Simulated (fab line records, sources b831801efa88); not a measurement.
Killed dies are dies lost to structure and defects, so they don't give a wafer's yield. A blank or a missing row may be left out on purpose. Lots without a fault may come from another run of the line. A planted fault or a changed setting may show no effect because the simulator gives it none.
A struck lot beside a sound one | flow sky130 | 17 steps out of a route of 708
Sound: wafers L671.2, L671.4, L671.5. Struck: wafers L674.3, L674.4, L674.6. The cause comes at the end.
At each step with rows: each side's tool, then ch and its chambers, then its first start. Under that, the readings that differ: sound wafers | struck wafers | difference of the means | sigmas: that difference in standard deviations of wafers without a fault.
alike: readings whose means differ by less than 2 such deviations, and words and numbers that are the same on both sides. not compared: withheld readings, readings that some wafer has no value for, bounds like >300 that may hide the same value, and numbers for which the record gives no deviation and whose values overlap.
The two part at a step that has a row with sigmas, a row that says differs or no value, or rows on one side only. Numbers that don't overlap but have no deviation are shown without sigmas and don't part them. A reading that every wafer of one side lacks parts them only if that side has two wafers or more.

SKY_VT_ADJUST_HVTP_OVL_MEAS_08:
  sound on overlay-01, day 6 02:54; struck on overlay-01, day 6 19:19
  reading                 | sound          | struck        | difference | sigmas
  VT_ADJUST_HVTP_OVL (nm) | -2.6 -5.0 -2.8 | 1.0 -1.6 -0.6 | +3.1       | +2
then, 1 step without rows for these wafers: SKY_VT_ADJUST_HVTP_IMPLANT_09.
SKY_VT_ADJUST_HVTP_STRIP_10: strips in O2/N2.
  sound on plasma_asher-04 ch 0,1, day 6 03:05; struck on plasma_asher-02 ch 0,1, day 6 19:31
  alike: drypump_motor_current_A, oes_product_au, strip_time_to_endpoint_s
  not compared: rf_hours_counter_h
SKY_VT_ADJUST_HVTP_TW_MEAS_11:
  sound on film_metro-04, day 6 03:11; struck on film_metro-04, day 6 19:37
  alike: VT_ADJUST_HVTP_TW
then, 7 steps without rows for these wafers: SKY_VT_ADJUST_LVTN_DEHYDRATE_00 (time 60 s); SKY_VT_ADJUST_LVTN_HMDS_01 (prime time 60 s); SKY_VT_ADJUST_LVTN_COAT_02 (resist thk 3000 nm); SKY_VT_ADJUST_LVTN_SOFTBAKE_03; SKY_VT_ADJUST_LVTN_EXPOSE_04 (exposes mask NWM COMPLEMENT LESS NATIVE, target cd 840 nm); SKY_VT_ADJUST_LVTN_PEB_05; SKY_VT_ADJUST_LVTN_DEVELOP_06 (develop time 60 s).
SKY_VT_ADJUST_LVTN_OVL_MEAS_07:
  sound on overlay-02, day 6 22:07; struck on overlay-02, day 7 14:08
  alike: VT_ADJUST_LVTN_OVL
SKY_VT_ADJUST_LVTN_IMPLANT_08:
  sound on implanter-02 ch 0, day 6 22:10; struck on implanter-01 ch 0, day 7 14:32
SKY_VT_ADJUST_LVTN_STRIP_09: strips in O2/N2.
  sound on plasma_asher-02 ch 0,1, day 6 22:17; struck on plasma_asher-03 ch 0,1, day 7 14:40
  alike: drypump_motor_current_A, oes_product_au, strip_time_to_endpoint_s
  not compared: rf_hours_counter_h
SKY_VT_ADJUST_LVTN_TW_MEAS_10:
  sound on film_metro-02, day 6 22:24; struck on film_metro-02, day 7 14:45
  reading           | sound       | struck      | difference | sigmas
  VT_ADJUST_LVTN_TW | 240 239 240 | 293 292 292 | +53        | +12
then, 1 step without rows for these wafers: SKY_VT_ADJUST_LVTN_DEHYDRATE_11 (time 60 s).
-- the record jumps here: 39 days lie between the struck wafers' starts before and after (it left off in module VT_ADJUST_LVTN and takes up again in module PAD_OPEN, whose first step shown is number 708 of the route) --
SKY_PAD_OPEN_PROBE_99:
  sound on prober-01, day 45 17:19; struck on prober-02, day 46 19:18
  reading                                   | sound                | struck               | difference | sigmas
  model.etest.nfet_01v8_lvt.drive_ua_um     | 576.9 558.8 569.2    | 516.2 526.9 529.9    | -44.0      |
  model.etest.nfet_01v8_turned.drive_ua_um  | 504.4 495.8 504.6    | 461.5 472.7 468.1    | -34.2      |
  model.etest.nfet_01v8.drive_ua_um         | 505.4 493.2 498.2    | 457.4 474.8 468      | -32.2      |
  model.etest.nfet_01v8_swapped.drive_ua_um | 503.4 493.2 500.1    | 461.6 469 469.2      | -32.3      |
  model.etest.nfet_01v8_lvt.vt_sat_v (V)    | 0.5377 0.5514 0.5439 | 0.596 0.5893 0.5879  | +0.047     |
  model.etest.nfet_01v8_lvt.vt_v (V)        | 0.614 0.6206 0.617   | 0.6456 0.6461 0.6391 | +0.0264    |
  model.etest.nfet_01v8.vt_sat_v (V)        | 0.6505 0.6593 0.6496 | 0.6881 0.6802 0.6844 | +0.0311    |
  model.etest.nfet_01v8_turned.vt_sat_v (V) | 0.6514 0.6591 0.65   | 0.6913 0.6875 0.6878 | +0.0354    |
  alike: killed_at_M0_to_M3, killed_at_M4_up, killed_at_contacts, killed_at_front_end, killed_at_other, killed_dies, killed_open, killed_short

WHERE THEY PART
First at SKY_VT_ADJUST_HVTP_OVL_MEAS_08; last, within this record, at SKY_VT_ADJUST_LVTN_TW_MEAS_10. Later steps at which nothing parts them and some readings are alike: SKY_PAD_OPEN_PROBE_99.

WHY: what the simulator had put in
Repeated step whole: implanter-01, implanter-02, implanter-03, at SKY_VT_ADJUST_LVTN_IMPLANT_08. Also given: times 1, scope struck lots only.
